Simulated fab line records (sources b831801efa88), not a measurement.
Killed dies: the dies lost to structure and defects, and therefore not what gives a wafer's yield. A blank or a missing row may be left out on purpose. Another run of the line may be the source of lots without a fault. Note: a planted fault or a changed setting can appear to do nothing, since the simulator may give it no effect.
Struck lot and sound lot, side by side -- flow gf180mcu -- 44 out of 602 route steps
Sound: these wafers, L869.3, L869.4, L869.6. Struck: wafer L871.1. (L871.2, L871.4 of the same lot were not struck and are left out.) The cause comes at the end.
At each step with rows: each side's tool, then ch and its chambers, then its first start. Under that, the readings that differ: sound wafers -- struck wafers -- difference of the means -- sigmas: that difference in standard deviations of wafers without a fault.
alike: readings whose means differ by less than 2 such deviations, and words and numbers that are the same on both sides. not compared: withheld readings, readings that some wafer has no value for, bounds like >300 that may hide the same value, and numbers for which the record gives no deviation and whose values overlap.
A row with sigmas, a row that says differs or no value, or rows on one side alone: a step with any of these is where the two part. Numbers that don't overlap but have no deviation are shown without sigmas and don't part them. A reading that every wafer of one side lacks parts them only if that side has two wafers or more.

first, 3 steps without rows for these wafers: GF_CONTACT_CLEAN_20 (cleans in DIW); GF_CONTACT_CLEAN_21 (cleans in dHF, time 20 s); GF_CONTACT_SPUTTER_22 (material Ti, target thk 15 nm, time 80.02 s).
GF_CONTACT_SPUTTER_23: material TiN, target thk 10 nm, time 40 s.
  sound on pvd sputter-01, day 20 09:06; struck on pvd sputter-03, day 21 05:10
reading,sound,struck,difference,sigmas
cathode dc power W (W),4000.3 4000.6 3999.8,3998.2,-2.0,-3
  alike: throttle valve pct
GF_CONTACT_CVD_24: deposits W, target thk 300 nm, time 90.339 s.
  sound on cvd w-02 ch 0,1, day 20 09:10; struck on cvd w-01 ch 0, day 21 05:13
reading,sound,struck,difference,sigmas
chamber pressure Torr (Torr),39.68 39.96 40.03,40.08,+0.19,+2
  alike: heater power w
GF_CONTACT_RS_MEAS_25: uses a four-point probe to measure.
  sound on film metro-04, day 20 09:17; struck on film metro-01, day 21 05:19
  alike: CONTACT_W_RS
GF_CONTACT_THK_MEAS_26: measures by xrf.
  sound on film metro-04, day 20 09:23; struck on film metro-01, day 21 05:26
  alike: CONTACT_W_THK
GF_CONTACT_CMP_27: polishes, stops on SiO2, t overpolish 15 s, target thk 0 nm.
  sound on cmp-02 ch 0,1,3, day 20 09:25; struck on cmp-01 ch 3, day 21 05:29
reading,sound,struck,difference,sigmas
motor current A (A),10.5 11.4 10.0,13.0,+2.4,+2
  alike: head pressure psi, overpolish run s, time to endpoint s
GF_M1_SPUTTER_00: material Ti, target thk 37.5 nm, time 150 s.
  sound on pvd sputter-03, day 20 09:43; struck on pvd sputter-02, day 21 05:47
  alike: cathode dc power W, throttle valve pct
then, 1 step without rows for these wafers: GF_M1_SPUTTER_01 (material TiN, target thk 30 nm, time 25 s).
GF_M1_SPUTTER_02: material AlCu, target thk 450 nm, time 23.9 s.
  sound on pvd sputter-03, day 20 09:52; struck on pvd sputter-02, day 21 05:55
  alike: cathode dc power W, throttle valve pct
then, 1 step without rows for these wafers: GF_M1_SPUTTER_03 (material Ti, target thk 10 nm, time 6.7 s).
GF_M1_SPUTTER_04: material TiN, target thk 50 nm, time 41.7 s.
  sound on pvd sputter-03, day 20 09:56; struck on pvd sputter-02, day 21 05:58
reading,sound,struck,difference,sigmas
model.TiN_of_M1_SPUTTER_04.thk nm (nm),50.44 51.22 50.85,62.86,+12.02,
  alike: cathode dc power W, throttle valve pct
GF_M1_RS_MEAS_05: uses a four-point probe to measure.
  sound on film metro-01, day 20 10:01; struck on film metro-03, day 21 06:01
  alike: M1_ALCU_RS
GF_M1_THK_MEAS_06: measures by xrf.
  sound on film metro-01, day 20 10:07; struck on film metro-03, day 21 06:08
reading,sound,struck,difference,sigmas
M1_ALCU_THK (nm),447 450 447,438,-10,-2
then, 7 steps without rows for these wafers: GF_M1_DEHYDRATE_07 (time 60 s); GF_M1_HMDS_08 (prime time 60 s); GF_M1_COAT_09 (resist thk 1000 nm); GF_M1_SOFTBAKE_10 (time 60 s); GF_M1_EXPOSE_11 (exposes mask Metal1, target cd 230 nm); GF_M1_PEB_12 (peb time 90 s); GF_M1_DEVELOP_13 (develop time 60 s).
GF_M1_CD_MEAS_14: target cd 230 nm.
  sound on cd sem-02, day 21 10:01; struck on cd sem-02, day 22 05:59
reading,sound,struck,difference,sigmas
cd nm (nm),232.3 232.6 232.3,224.9,-7.5,-5
GF_M1_OVL_MEAS_15:
  sound on overlay-02, day 21 10:07; struck on overlay-01, day 22 06:06
reading,sound,struck,difference,sigmas
M1_OVL (nm),4 7 2,-12,-16,-3
then, 5 steps without rows for these wafers: GF_M1_METAL_ETCH_16 (etches the open film in Cl2/BCl3, stops on SiO2, target depth 750.8 nm, time 125.1 s); GF_M1_STRIP_17 (strips in O2/N2); GF_M1_STRIP_18 (strips in post etch residue remover, time 1200 s); GF_M1_CLEAN_19 (cleans in DIW); GF_V1_CVD_00 (deposits SiO2, target thk 600 nm, time 103.7 s).
GF_V1_THK_MEAS_01:
  sound on film metro-03, day 21 10:53; struck on film metro-04, day 22 06:53
  alike: V1_CVD_00_THK
then, 1 step without rows for these wafers: GF_V1_CVD_02 (deposits SiO2 from TEOS, target thk 850 nm, time 94.851 s).
GF_V1_THK_MEAS_03:
  sound on film metro-04, day 21 11:01; struck on film metro-03, day 22 07:01
  alike: V1_CVD_02_THK
then, 1 step without rows for these wafers: GF_V1_CMP_04 (polishes SiO2).
GF_V1_BOW_MEAS_05:
  sound on film metro-03, day 21 11:24; struck on film metro-02, day 22 07:22
reading,sound,struck,difference,sigmas
V1_BOW (um),82 89 82,68,-16,-2
then, 8 steps without rows for these wafers: GF_V1_DEHYDRATE_06 (time 60 s); GF_V1_HMDS_07 (prime time 60 s); GF_V1_COAT_08; GF_V1_COAT_09 (resist thk 1000 nm); GF_V1_SOFTBAKE_10 (time 60 s); GF_V1_EXPOSE_11 (exposes mask Via1, target cd 260 nm); GF_V1_PEB_12 (peb time 90 s); GF_V1_DEVELOP_13 (develop time 60 s).
GF_V1_STRIP_19: strips in post etch residue remover, time 1200 s.
  sound on wet bench-01 ch 2, day 22 11:25; struck on wet bench-04 ch 0, day 23 07:09
reading,sound,struck,difference,sigmas
model.TiN_of_M1_SPUTTER_04.thk nm (nm),49.59 50.38 50,62.02,+12.03,
then, 1 step without rows for these wafers: GF_PASSIVATION_PROBE_99.

== WHERE THEY PART ==
Earliest at GF_CONTACT_SPUTTER_23; latest, in this record, at GF_V1_BOW_MEAS_05.

WHY: what had been put in by the simulator
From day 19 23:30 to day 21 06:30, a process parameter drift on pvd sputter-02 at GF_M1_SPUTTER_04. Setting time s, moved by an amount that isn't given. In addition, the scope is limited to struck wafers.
